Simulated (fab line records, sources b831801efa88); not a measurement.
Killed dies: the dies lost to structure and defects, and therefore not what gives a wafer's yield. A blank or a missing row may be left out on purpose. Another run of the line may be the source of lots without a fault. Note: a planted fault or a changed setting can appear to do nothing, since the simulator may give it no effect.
Which tool was responsible? ; flow sky130 ; 12 lots with 36 wafers sampled at 5 steps, on a route of 708 steps

== WHAT THE GAUGES READ, wafer by wafer ==
SKY_VIA3_CD_MEAS_12: the cd target is 200 nm.
lot;measured;on;cd-nm (nm)
L522;day 40 03:40;cd-sem-02;199.7 199.7 200.0
L525;day 40 23:20;cd-sem-02;200.2 202.2 201.6
L528;day 41 16:46;cd-sem-02;201.6 199.7 200.6
L526;day 41 19:39;cd-sem-01;201.5 201.2 198.7
L529;day 41 23:31;cd-sem-01;198.1 199.9 199.7
L530;day 42 03:29;cd-sem-01;198.2 198.7 197.7
L531;day 42 19:12;cd-sem-01;199.9 200.7 200.5
L534;day 43 10:54;cd-sem-02;200.3 199.0 199.0
L537;day 44 08:32;cd-sem-01;198.5 199.0 198.0
L539;day 44 16:13;cd-sem-02;200.7 201.0 200.2
L540;day 45 03:56;cd-sem-01;198.7 198.0 199.2
L544;day 45 21:15;cd-sem-01;200.6 202.4 200.8

SKY_VIA3_THK_MEAS_23: measures by xrf.
lot;measured;on;VIA3_W_THK (nm)
L522;day 40 04:58;film-metro-04;407 401 400
L525;day 41 00:32;film-metro-02;404 405 398
L528;day 41 18:21;film-metro-04;390 390 396
L526;day 41 20:55;film-metro-02;400 408 406
L529;day 42 01:05;film-metro-03;402 405 406
L530;day 42 04:38;film-metro-02;413 404 412
L531;day 42 20:32;film-metro-04;383 406 392
L534;day 43 12:05;film-metro-03;412 396 402
L537;day 44 09:44;film-metro-04;397 395 390
L539;day 44 17:22;film-metro-03;405 404 396
L540;day 45 05:07;film-metro-04;400 386 397
L544;day 45 22:24;film-metro-04;391 387 385

SKY_CAP2M_THK_MEAS_01.
lot;measured;on;CAP2M_CVD_00_THK (nm)
L522;day 40 05:31;film-metro-04;15.29 15.60 15.56
L525;day 41 01:05;film-metro-04;15.46 15.61 15.41
L528;day 41 18:54;film-metro-01;15.62 15.63 15.84
L526;day 41 21:26;film-metro-04;15.26 15.88 15.44
L529;day 42 01:38;film-metro-01;15.21 15.40 15.32
L530;day 42 05:10;film-metro-01;15.66 15.48 15.91
L531;day 42 21:05;film-metro-04;15.81 15.84 16.01
L534;day 43 12:38;film-metro-01;14.69 15.01 15.08
L537;day 44 10:16;film-metro-04;14.46 14.98 15.09 14.51 14.93 15.09
L539;day 44 17:54;film-metro-01;15.32 15.79 15.68
L540;day 45 05:39;film-metro-01;15.25 15.47 15.46
L544;day 45 22:56;film-metro-01;15.30 15.47 15.58

== WHAT TOOL EACH LOT RAN ON (gives the tool, then ch and the chambers of the sampled wafers, and finally the start) ==
lot;SKY_METAL4_SPUTTER_04;SKY_CAP2M_CVD_00
L522;pvd-sputter-01, day 40 05:26;pecvd-03 ch 0,2, day 40 05:29
L525;pvd-sputter-02, day 41 00:58;pecvd-02 ch 0,1, day 41 01:02
L528;pvd-sputter-04, day 41 18:50;pecvd-01 ch 1,2, day 41 18:53
L526;pvd-sputter-02, day 41 21:22;pecvd-02 ch 0,1, day 41 21:25
L529;pvd-sputter-02, day 42 01:32;pecvd-01 ch 1,2, day 42 01:35
L530;pvd-sputter-02, day 42 05:06;pecvd-02 ch 0,2, day 42 05:09
L531;pvd-sputter-02, day 42 20:59;pecvd-02 ch 0,2, day 42 21:02
L534;pvd-sputter-04, day 43 12:33;pecvd-02 ch 0,2, day 43 12:36
L537;pvd-sputter-01, day 44 10:12;pecvd-02 ch 0,1,2, day 44 10:14
L539;pvd-sputter-02, day 44 17:49;pecvd-01 ch 0,1,2, day 44 17:52
L540;pvd-sputter-02, day 45 05:34;pecvd-01 ch 0,1, day 45 05:37
L544;pvd-sputter-01, day 45 22:51;pecvd-03 ch 0,2, day 45 22:54
- SKY_METAL4_SPUTTER_04: material TiN, target thk 70 nm, time 58.3 s.
- SKY_CAP2M_CVD_00: deposits SiO2, target thk 15.5 nm.

== WHAT THE TOOLS THEMSELVES READ (means of the sampled wafers that have a number; where no wafer has one, the mark that the record gives instead) ==
SKY_METAL4_SPUTTER_04.
lot;tool;throttle-valve-pct (%)
L522;pvd-sputter-01;29.9
L525;pvd-sputter-02;29.8
L528;pvd-sputter-04;29.6
L526;pvd-sputter-02;30.7
L529;pvd-sputter-02;29.4
L530;pvd-sputter-02;29.6
L531;pvd-sputter-02;29.8
L534;pvd-sputter-04;30.1
L537;pvd-sputter-01;31.0
L539;pvd-sputter-02;29.0
L540;pvd-sputter-02;30.2
L544;pvd-sputter-01;29.5

SKY_CAP2M_CVD_00.
lot;tool;heater-power-w (W);rf-fwd-power-W (W)
L522;pecvd-03;594;442.0
L525;pecvd-02;712;439.5
L528;pecvd-01;723;442.4
L526;pecvd-02;684;438.6
L529;pecvd-01;733;442.6
L530;pecvd-02;709;443.3
L531;pecvd-02;790;443.8
L534;pecvd-02;704;373.7
L537;pecvd-02;681;370.4
L539;pecvd-01;689;441.7
L540;pecvd-01;658;443.1
L544;pecvd-03;695;440.7

== THE ANSWER, worked out from the rows above alone ==
Rule: usual is defined by the lots themselves. Put in order of their means at a reading, lots are off if they are a third of the lots or fewer, leave a main group of 4 or more, and stand apart from it by a gap of 3 or more times the standard deviation of the main group's means; of several such gaps the widest counts. The tables above print the reading to a certain number of digits; a main group whose means all agree to those digits is not used. Also off: a lot with no number at a reading for which 4 or more lots have one. Any other lot the step has rows for is counted as sound. First the gauges in route order, then the tools' own readings, where a lot's mean is used as printed above. At the first step where some lot is off, the reading lying furthest off is the one used; lots without a number count as furthest.
Off: L534, L537 (SKY_CAP2M_CVD_00, rf-fwd-power-W). The main group has a mean of 441.8 W with a standard deviation of 1.6.
A tool fits if, at that step or a process step before it, it ran every lot that is off, and no sound lot after the first of them. One fits: pecvd-02 at SKY_CAP2M_CVD_00. A fault onset in the window from L531 (day 42 21:02, its last sound lot) to L534 (day 43 12:36, its first lot off) fits.
On the lots that are off, the tool's own readings at SKY_CAP2M_CVD_00 differ by more than 5 times the standard deviation of the sound lots' means, which bears it out; rf-fwd-power-W reads 372.0 W there versus 441.8 W on the sound lots.

== WHAT THE SIMULATOR HAD INSERTED ==
Process parameter drift: pecvd-02, from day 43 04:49 on, at SKY_CAP2M_CVD_00. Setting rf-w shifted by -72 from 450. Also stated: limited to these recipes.
Struck lots among those shown: L534, L537. The same result came from the rule above.
